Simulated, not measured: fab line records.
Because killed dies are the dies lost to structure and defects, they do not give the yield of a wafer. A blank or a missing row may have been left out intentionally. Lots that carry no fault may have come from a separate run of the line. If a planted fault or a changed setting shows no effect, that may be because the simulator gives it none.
Chamber matching + flow gf180mcu + GF_SAB_CVD_00 on pecvd-03 has 3 sister chambers
The step deposits SiO2 from TEOS, target thk 50 nm, time 4.9302 s. 14 wafers are shown with their chamber, then 7 later ones without.

## WAFERS WITH THEIR CHAMBER
| wafer  | chamber | heater_power_w (W) |
|--------|---------|--------------------|
| L152.3 | 1       | 787                |
| L152.4 | 0       | 604                |
| L152.5 | 1       | 780                |
| L153.2 | 2       | 609                |
| L153.3 | 0       | 656                |
| L153.4 | 1       | 807                |
| L154.2 | 2       | 573                |
| L154.4 | 0       | 648                |
| L154.6 | 1       | 688                |
| L156.2 | 0       | 633                |
| L156.4 | 2       | 603                |
| L156.5 | 0       | 630                |
| L162.2 | 0       | 568                |
| L162.5 | 2       | 584                |

SIGNATURES, as means of the wafers listed above
| reading        | chamber 0 | chamber 1 | chamber 2 | scatter within a chamber |
|----------------|-----------|-----------|-----------|--------------------------|
| heater_power_w | 623.17    | 765.50    | 592.25    | 36.3                     |
Rule: for a wafer and a chamber, the distance is found by dividing, reading by reading, the gap between the wafer's reading and the chamber's mean by the reading's scatter, squaring, summing and taking the root. If the next closest chamber is less than 2 further off than the closest, the wafer can't be placed; otherwise it belongs to the closest. How the scatter is found: for the shown wafers, subtract from each reading the mean of its chamber, square and add these, divide the total by (wafers less chambers), then take the root.

## WAFERS WITH NO CHAMBER GIVEN
| wafer  | heater_power_w (W) |
|--------|--------------------|
| L162.6 | 737                |
| L167.2 | 735                |
| L167.4 | 757                |
| L167.5 | 541                |
| L169.4 | 701                |
| L169.5 | 551                |
| L169.6 | 561                |

## THE CHAMBER EACH PASSED THROUGH
| wafer  | from the rows above          | in truth |
|--------|------------------------------|----------|
| L162.6 | 1                            | 1        |
| L167.2 | 1                            | 1        |
| L167.4 | 1                            | 1        |
| L167.5 | can't be placed: 2 or 0      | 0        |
| L169.4 | can't be placed: 1 or 0 or 2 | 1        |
| L169.5 | can't be placed: 2 or 0      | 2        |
| L169.6 | can't be placed: 2 or 0      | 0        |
Correct placement for 3 of the 7. Can't be placed from these rows: 4 (the true chamber is among the candidates in 4). Placed wrongly: 0.
